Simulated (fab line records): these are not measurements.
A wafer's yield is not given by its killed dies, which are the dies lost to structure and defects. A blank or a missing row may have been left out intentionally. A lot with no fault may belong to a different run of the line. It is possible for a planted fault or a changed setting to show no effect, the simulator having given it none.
Struck lot and sound lot, side by side / flow sfq_line / 20 steps out of a route of 325
Sound: wafers L952.1, L952.3, L952.4. Struck: wafers L949.1, L949.4, L949.5. At the end, the cause is stated.
Order at every step that has rows: each side's tool, ch and its chambers, its first start. Under that, the readings that differ: sound wafers / struck wafers / difference of the means / sigmas: that difference in standard deviations of wafers without a fault.
alike: same words and numbers on both sides, and readings whose means sit less than 2 such deviations apart. not compared: any withheld reading, any reading some wafer has no value for, any bound like >300 that may hide the same value, and any number with overlapping values for which the record gives no deviation.
The two part at a step that has a row with sigmas, a row that says differs or no value, or rows on one side only. When numbers do not overlap yet have no deviation, they are printed without sigmas and do not part them. Lack of a reading on every wafer of one side parts them only where that side has two or more wafers.

first, 3 steps without rows for these wafers: SFQ_TRILAYER_I6_VIA_LITHO_EXPOSE_170 (exposes mask I6, target cd 700 nm); SFQ_TRILAYER_I6_VIA_LITHO_PEB_172 (peb time 60 s); SFQ_TRILAYER_I6_VIA_LITHO_DEVELOP_171 (time 60 s).
SFQ_I6_OVL_MEAS_942:
  struck on overlay-02, day 82 07:37; sound on overlay-02, day 84 06:32
  alike: I6_OVL
SFQ_TRILAYER_I6_VIA_BARC_OPEN_VIA_ETCH_235: etches BARC in O2, target depth 125 nm, time 41.7 s.
  sound on rie_diel-03 ch 0,2,3, day 84 06:35; struck on rie_diel-03 ch 1,2,3, day 82 07:39
  alike: bias_w, drypump_motor_current_A, oes_product_au
  not compared: rf_hours_counter_h
SFQ_TRILAYER_I6_VIA_ETCH_VIA_ETCH_172: etches SiO2 in CHF3, stops on Nb, target depth 260 nm.
  sound on rie_diel-03 ch 0,2,3, day 84 06:37; struck on rie_diel-03 ch 1,2,3, day 82 07:41
  alike: bias_w, drypump_motor_current_A, oes_product_au
SFQ_TRILAYER_I6_VIA_STRIP_STRIP_173: strips in O2.
  sound on rie_metal-02 ch 0,1, day 84 06:44; struck on rie_metal-02 ch 0,1, day 82 07:49
  alike: drypump_motor_current_A, he_backside_leak_sccm, oes_product_au
  not compared: rf_hours_counter_h
then, 2 steps without rows for these wafers: SFQ_TRILAYER_I6_VIA_STRIP_SOLV_CLEAN_174 (cleans in NMP, time 600 s); SFQ_TRILAYER_M7_DEP_PRE_CLEAN_176 (time 22.5 s).
SFQ_TRILAYER_M7_DEP_SPUTTER_175: material Nb, target thk 200 nm, time 133.3 s.
  struck on pvd_sputter-05, day 82 08:37; sound on pvd_sputter-05, day 84 07:32
  alike: substrate_temp_c, throttle_valve_pct
SFQ_M7_RS_MEAS_943: measures by four-point-probe.
  struck on film_metro-01, day 82 08:42; sound on film_metro-02, day 84 07:38
  alike: M7_NB_RS
SFQ_TRILAYER_M7_LITHO_COAT_182: resist thk 62 nm.
  sound on litho_track-02 ch 0, day 84 07:49; struck on litho_track-03 ch 0, day 82 08:53
reading=spin_speed_rpm (rpm); sound=3003.4 3000.8 3001.3; struck=3196.7 3194.9 3199.1; difference=+195.1; sigmas=+98
reading=model.BARC_of_TRILAYER_M7_LITHO_COAT_182.thk_nm (nm); sound=61.94 61.9 62; struck=59.99 59.98 60.17; difference=-1.90; sigmas=
then, 5 steps without rows for these wafers: SFQ_TRILAYER_M7_LITHO_COAT_177 (resist thk 600 nm); SFQ_TRILAYER_M7_LITHO_SOFTBAKE_181; SFQ_TRILAYER_M7_LITHO_EXPOSE_178 (exposes mask M7, target cd 500 nm); SFQ_TRILAYER_M7_LITHO_PEB_180 (peb time 60 s); SFQ_TRILAYER_M7_LITHO_DEVELOP_179 (time 60 s).
-- the record jumps here: 4 days lie between the struck wafers' starts before and after --
SFQ_M7_OVL_MEAS_945:
  struck on overlay-02, day 86 05:03; sound on overlay-01, day 88 01:09
  alike: M7_OVL
SFQ_TRILAYER_M7_BARC_OPEN_METAL_ETCH_229: etches BARC in O2, target depth 125 nm, time 41.7 s.
  sound on rie_metal-04 ch 0,1, day 88 01:11; struck on rie_metal-03 ch 1, day 86 05:05
reading=oes_product_au (a.u.); sound=0.681 0.694 0.680; struck=0.676 0.675 0.669; difference=-0.012; sigmas=-2
reading=model.etch.depth_nm (nm); sound=61.94 61.9 62; struck=59.99 59.98 60.17; difference=-1.90; sigmas=
  alike: bias_w, drypump_motor_current_A, he_backside_leak_sccm
  not compared: rf_hours_counter_h
SFQ_TRILAYER_M7_ETCH_METAL_ETCH_180: etches Nb in Cl2/Ar, stops on SiO2, target depth 240 nm, time 120 s.
  sound on rie_metal-04 ch 0,1, day 88 01:15; struck on rie_metal-03 ch 1, day 86 05:12
  alike: bias_w, drypump_motor_current_A, he_backside_leak_sccm, oes_product_au
  not compared: rf_hours_counter_h

== WHERE THEY PART ==
Last at SFQ_TRILAYER_M7_BARC_OPEN_METAL_ETCH_229 as far as this record goes, first at SFQ_TRILAYER_M7_LITHO_COAT_182. Later steps at which nothing parts them and some readings are alike: SFQ_TRILAYER_M7_ETCH_METAL_ETCH_180.

WHY: what had been put in by the simulator
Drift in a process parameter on litho_track-03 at SFQ_TRILAYER_M7_LITHO_COAT_182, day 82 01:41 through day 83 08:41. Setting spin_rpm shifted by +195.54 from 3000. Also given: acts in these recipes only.
